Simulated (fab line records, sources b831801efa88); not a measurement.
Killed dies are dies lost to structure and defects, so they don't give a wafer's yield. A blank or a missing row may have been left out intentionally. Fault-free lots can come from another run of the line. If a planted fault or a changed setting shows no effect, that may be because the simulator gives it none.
fab line records | flow gf180mcu
record lots=7 wafers=21 last-day=34
route steps=602 shown STI@10
lots untouched by any fault: they come from a run of this same line in which no faults occurred
start-h: the number of hours between the record's first day and the start of the first shown wafer of the lot | wait-h: hours since the lot's step before | " the same as in the row above | L1.1+2: several wafers, shown together as one row | - value missing, or start not given | * or withheld: withheld | < > ~ a bound
route shown NAME@n: NAME is a module with steps in the file, n the number in the route of the first one | usual: mean and standard deviation over wafers with no fault | same: alike in all rows | chamber/n: place in a boat | sites: the reading at each site | _std_site: the values' standard deviation | _edge_site: inner sites' mean taken away from outer sites' mean | radius-mm: for every site, how far away it sits from the centre of the wafer | mask NAME#n: copy n | behind: tool/chamber where the wafer was last shaped | hold: why the lot was held/for how many hours/how that ended | device: the n, p or np transistor that did not switch | end of line: the tests these same wafers got at the end of their route | step lacking rows: just its recipe | killed: dies lost to structure and defects at the first sort, not the wafer's yield | map: a wafer's dies, x killed, . not, _ none there
set.NAME: the run value of the setting; set.NAME@STEP: its run value at that earlier step | model.NAME: the simulator's own value behind a step, which no gauge read
lots seen at some steps along the route; tables by step, rows by wafer
services: when a tool's chamber went out of use (start-h, in hours from the record's first day, below 0 if earlier), for how many hours, and the reason
## steps
# step GF_STI_EXPOSE_09
# recipe mask-id=COMP target-cd-nm=220 na=0.68 source-shape=conventional sigma-outer=0.6 dose-mj=28
# step GF_STI_PEB_10
# recipe peb-temp-c=135 peb-time-s=90 resist=KrF
# step GF_STI_DEVELOP_11
# recipe develop-time-s=60 dev-temp-c=21
# step GF_STI_CD_MEAS_12
# recipe target-cd-nm=220
# usual cd-nm=219.6/1.1
# columns lot.wafer tool chamber start-h wait-h cd-nm
L835.1 cd-sem-02 - 71.78 0.1 218.4
L835.3 " - " " 218.5
L835.4 " - " " 219.0
L838.1 cd-sem-01 - 86.43 0.1 217.4
L838.2 " - " " 216.2
L838.3 " - " " 217.0
L839.2 cd-sem-01 - 92.13 0.1 219.2
L839.5 " - " " 220.1
L839.6 " - " " 218.9
L840.3 cd-sem-02 - 98.17 0.1 220.3
L840.5 " - " " 221.3
L840.6 " - " " 221.0
L841.2 cd-sem-02 - 101.98 0.1 220.7
L841.5 " - " " 219.9
L841.6 " - " " 219.7
L848.1 cd-sem-01 - 138.65 0.1 219.8
L848.5 " - " " 220.4
L848.6 " - " " 220.2
L849.2 cd-sem-02 - 146.72 0.1 219.4
L849.3 " - " " 219.8
L849.4 " - " " 220.9
# step GF_STI_ETCH_13
# recipe chemistry=CHF3/O2 stop-on=Si over-etch-frac=0.3 target-depth-a=2823.1 source-w=600 bias-w=200 pressure-mtorr=40 chf3-flow-sccm=50 O2_flow_sccm=5 time-s=112.9
# usual drypump-motor-current-A=5.5/0.49 oes-product-au=0.833/0.0063 throttle-valve-pct=8.811/0.0091
# columns lot.wafer tool chamber start-h wait-h drypump-motor-current-A oes-product-au rf-hours-counter-h throttle-valve-pct
L835.1 rie-diel-01 0 71.90 0.1 4.7 0.826 2 8.828
L835.3 " 2 " " 5.9 0.832 62 8.821
L835.4 " 3 " " 5.5 0.831 94 8.811
L838.1 rie-diel-02 2 86.55 0.1 5.7 0.832 124 8.807
L838.2 " 0 " " 5.7 0.841 5 8.820
L838.3 " 3 " " 4.6 0.842 131 8.819
L839.2 rie-diel-01 2 92.23 0.1 5.9 0.839 62 8.827
L839.5 " 1 " " 5.8 0.843 - 8.819
L839.6 " 2 " " 5.9 0.834 - 8.809
L840.3 rie-diel-03 2 98.25 0.1 4.6 0.830 79 8.806
L840.5 " 3 " " 5.4 0.840 - 8.813
L840.6 " 0 " " 6.0 0.826 - 8.812
L841.2 rie-diel-02 2 102.08 0.1 5.7 0.834 125 8.804
L841.5 " 0 " " 5.7 0.834 - 8.805
L841.6 " 3 " " 4.6 0.842 - 8.804
L848.1 rie-diel-01 1 138.77 0.1 5.9 0.831 26 8.815
L848.5 " 0 " " 4.7 0.831 - 8.816
L848.6 " 1 " " 5.9 0.835 - 8.808
L849.2 rie-diel-02 1 146.82 0.1 5.9 0.834 13 8.816
L849.3 " 0 " " 5.7 0.836 7 8.822
L849.4 " 3 " " 4.6 0.841 133 8.808
# step GF_STI_ETCH_14
# recipe target=Si chemistry=HBr/Cl2/O2 target-depth-nm=360 icp-w=600 bias-w=150 pressure-mtorr=15 HBr_flow_sccm=150 Cl2_flow_sccm=40 O2_flow_sccm=6 time-s=102.9
# usual drypump-motor-current-A=5.7/0.57 mfc-cl2-sccm=40.00/0.12 oes-product-au=1.002/0.011 throttle-valve-pct=25.655/0.011
# columns lot.wafer tool chamber start-h wait-h drypump-motor-current-A mfc-cl2-sccm oes-product-au rf-hours-counter-h throttle-valve-pct
L835.1 rie-si-01 3 71.98 0.0 5.6 39.76 1.013 3 25.663
L835.3 " 0 " " 5.8 39.94 1.011 24 25.649
L835.4 " 1 " " 4.9 40.10 0.984 151 25.656
L838.1 rie-si-01 0 86.63 0.0 5.7 39.91 1.024 24 25.672
L838.2 " 3 " " 5.6 39.94 0.999 3 25.648
L838.3 " 2 " " 6.5 39.95 1.007 59 25.659
L839.2 rie-si-01 3 92.31 0.0 5.6 39.87 1.001 3 25.650
L839.5 " 0 " " 5.8 40.04 1.023 - 25.652
L839.6 " 3 " " 5.6 39.89 0.992 - 25.650
L840.3 rie-si-01 2 98.33 0.0 6.5 40.11 1.008 59 25.640
L840.5 " 0 " " 5.8 39.97 1.030 - 25.642
L840.6 " 3 " " 5.6 40.12 0.997 - 25.667
L841.2 rie-si-01 3 102.16 0.0 5.6 39.89 0.985 3 25.647
L841.5 " 3 " " 5.6 39.88 0.990 - 25.652
L841.6 " 0 " " 5.8 40.05 0.995 - 25.636
L848.1 rie-si-01 2 138.85 0.0 6.5 40.06 0.994 59 25.662
L848.5 " 1 " " 4.9 39.82 0.989 - 25.672
L848.6 " 2 " " 6.5 40.00 0.985 - 25.652
L849.2 rie-si-01 2 146.90 0.0 6.5 39.99 1.005 59 25.653
L849.3 " 0 " " 5.8 40.22 1.000 25 25.650
L849.4 " 3 " " 5.6 40.02 0.996 4 25.670
# step GF_STI_STRIP_15
# recipe chemistry=O2/N2 power-w=1400 pressure-mtorr=1500 platen-temp-c=250 o2-flow-sccm=3000 n2-flow-sccm=300 overash-fraction=0.5
# usual drypump-motor-current-A=5.5/0.31 heater-power-w=327/30 oes-product-au=0.383/0.005 strip-time-to-endpoint-s=3.73/0.044
# same overash-fraction=0.5
# columns lot.wafer tool chamber start-h wait-h drypump-motor-current-A heater-power-w oes-product-au rf-hours-counter-h strip-time-to-endpoint-s
L835.1 plasma-asher-02 1 72.06 0.0 5.6 323 0.390 41 3.76
L835.3 " 1 " " 5.6 328 0.379 - 3.68
L835.4 " 0 " " 5.7 295 0.379 - 3.71
L838.1 plasma-asher-02 1 86.71 0.0 5.7 320 0.386 42 3.71
L838.2 " 0 " " 5.7 299 0.381 42 3.77
L838.3 " 0 " " 5.7 303 0.384 - 3.74
L839.2 plasma-asher-01 1 92.39 0.0 5.7 360 0.385 43 3.71
L839.5 " 1 " " 5.7 369 0.387 - 3.73
L839.6 " 0 " " 5.6 363 0.388 - 3.70
L840.3 plasma-asher-01 0 98.44 0.1 5.6 359 0.380 - 3.76
L840.5 " 1 " " 5.7 357 0.375 - 3.68
L840.6 " 0 " " 5.6 354 0.372 - 3.66
L841.2 plasma-asher-02 1 102.24 0.0 5.7 322 0.386 44 3.80
L841.5 " 1 " " 5.7 322 0.382 - 3.79
L841.6 " 0 " " 5.7 301 0.380 - 3.67
L848.1 plasma-asher-02 1 138.92 0.0 5.7 330 0.381 1 3.75
L848.5 " 0 " " 5.7 280 0.381 - 3.71
L848.6 " 1 " " 5.7 316 0.387 - 3.75
L849.2 plasma-asher-02 0 146.97 0.0 5.7 270 0.377 1 3.71
L849.3 " 1 " " 5.6 320 0.380 - 3.76
L849.4 " 0 " " 5.7 283 0.380 - 3.70
# step GF_STI_CLEAN_16
# recipe chemistry=dHF time-s=25 dilution=100:1
# step GF_STI_WET_ETCH_17
# recipe chemistry=H3PO4 target-depth-nm=45 temp-c=160 target=Si3N4 time-s=514
# step GF_STI_CLEAN_18
# recipe chemistry=SC1/SC2 mix=1:4:20 temp-c=70 time-s=150
# step GF_STI_CLEAN_19
# recipe chemistry=dHF time-s=20 dilution=100:1
# step GF_STI_WET_ETCH_20
# recipe chemistry=dHF dilution=100:1 target-depth-nm=20 temp-c=25 dry=ipa-marangoni target=SiO2 time-s=400
# step GF_STI_OXIDATION_21
# recipe temp-c=1000 ambient=O2 stabilise-s=600 purge-s=300 target-thk-a=150 ox-time-s=458
# usual ox-temp-c=1000.0/0.42 ox-temp-c-max=1005.4/0.95 spike-tc-bottom-C=1022.7/2.9 zone-power-centre-pct=23.67/0.26
# columns lot.wafer tool chamber start-h wait-h ox-temp-c ox-temp-c-max spike-tc-bottom-C zone-power-centre-pct
L835.1 furnace-02 0 72.91 0.4 1000.1 1004.6 1025.7 23.21
L835.3 " 0 " " 1000.2 1005.9 1026.0 24.00
L835.4 " 0 " " 999.5 1005.0 1027.8 23.70
L838.1 furnace-01 - 88.35 1.2 - - - -
L838.2 " - " " - - - -
L838.3 " - " " - - - -
L839.2 furnace-01 - 92.84 0.0 - - - -
L839.5 " - " " - - - -
L839.6 " - " " - - - -
L840.3 furnace-02 - 99.02 0.0 - - - -
L840.5 " - " " - - - -
L840.6 " - " " - - - -
L841.2 furnace-02 0 102.94 0.2 999.9 1005.3 1025.0 23.74
L841.5 " 0 " " 1000.3 1007.5 1025.4 24.30
L841.6 " 0 " " 1000.2 1006.4 1026.8 23.58
L848.1 furnace-01 0 139.39 0.0 1000.6 1005.7 1018.0 23.52
L848.5 " 0 " " 999.7 1006.1 1019.7 23.62
L848.6 " 0 " " 999.9 1005.5 1020.9 23.84
L849.2 furnace-01 0 147.43 0.0 1000.5 1004.4 1021.1 23.94
L849.3 " 0 " " 1000.0 1005.2 1020.7 23.76
L849.4 " 0 " " 1000.2 1005.9 1019.3 23.80
# step GF_STI_CVD_23
# recipe material=SiO2 target-thk-nm=650 sigma-open-frac=0.3 time-s=108.3 temp-c=600 sih4-flow-sccm=60 pressure-mtorr=6
## services
# columns tool chamber start-h hours kind
rie-diel-02 - 63.98 0.7 repair
rie-diel-02 2 76.18 9.1 repair
rie-si-01 1 79.26 - clean
rie-si-01 1 79.26 20.7 scheduled-down
rie-si-01 1 79.26 20.7 vent-cycle
rie-si-01 - 81.61 1.6 repair
rie-diel-01 - 95.55 15.6 pm
rie-diel-02 1 97.77 8.7 repair
plasma-asher-02 - 108.75 9.0 pm
plasma-asher-02 0 108.75 9.0 vent-cycle
plasma-asher-02 1 108.75 9.0 vent-cycle
rie-diel-01 3 112.12 1.3 repair
plasma-asher-02 - 117.75 14.6 pm
plasma-asher-02 0 117.75 - clean
plasma-asher-02 1 117.75 - clean
rie-diel-03 1 141.40 - clean
rie-diel-03 1 141.40 16.4 scheduled-down
rie-diel-03 1 141.40 16.4 vent-cycle
rie-diel-02 - 143.86 2.8 pm
furnace-02 - 146.69 3.2 pm
## key
first-sign step=GF_STI_OXIDATION_21 reading=tool-record direction=missing
effect none on later readings
met-at GF_STI_OXIDATION_21
struck-wafers L838.1,L838.2,L838.3,L839.2,L839.5,L839.6,L840.3,L840.5,L840.6
later-rows-left-out L838.1,L838.2,L838.3,L839.2,L839.5,L839.6,L840.3,L840.5,L840.6
sort-left-out L838.1,L838.2,L838.3,L839.2,L839.5,L839.6,L840.3,L840.5,L840.6
tester-left-out L838,L839,L840
onset-between 72.91 88.35
fault kind=skipped-step-whole tool=furnace-01,furnace-02 chamber=- onset-h=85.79 steps=GF_STI_OXIDATION_21 scope=struck-lots-only
# tester-left-out: of these lots the tester's yield and bins aren't shown, on N5 and GAA mostly nor the transistor test; their killed dies are dies lost to structure and defects alone, not to doping, threshold or leakage, so they don't give the yield
# sort-left-out: the simulated sort isn't trusted on such a fault, so these wafers' sort isn't shown, and their yield isn't known
# later-rows-left-out: the simulator's readings of these wafers behind a module that went badly wrong aren't trusted and aren't shown, but for the sort
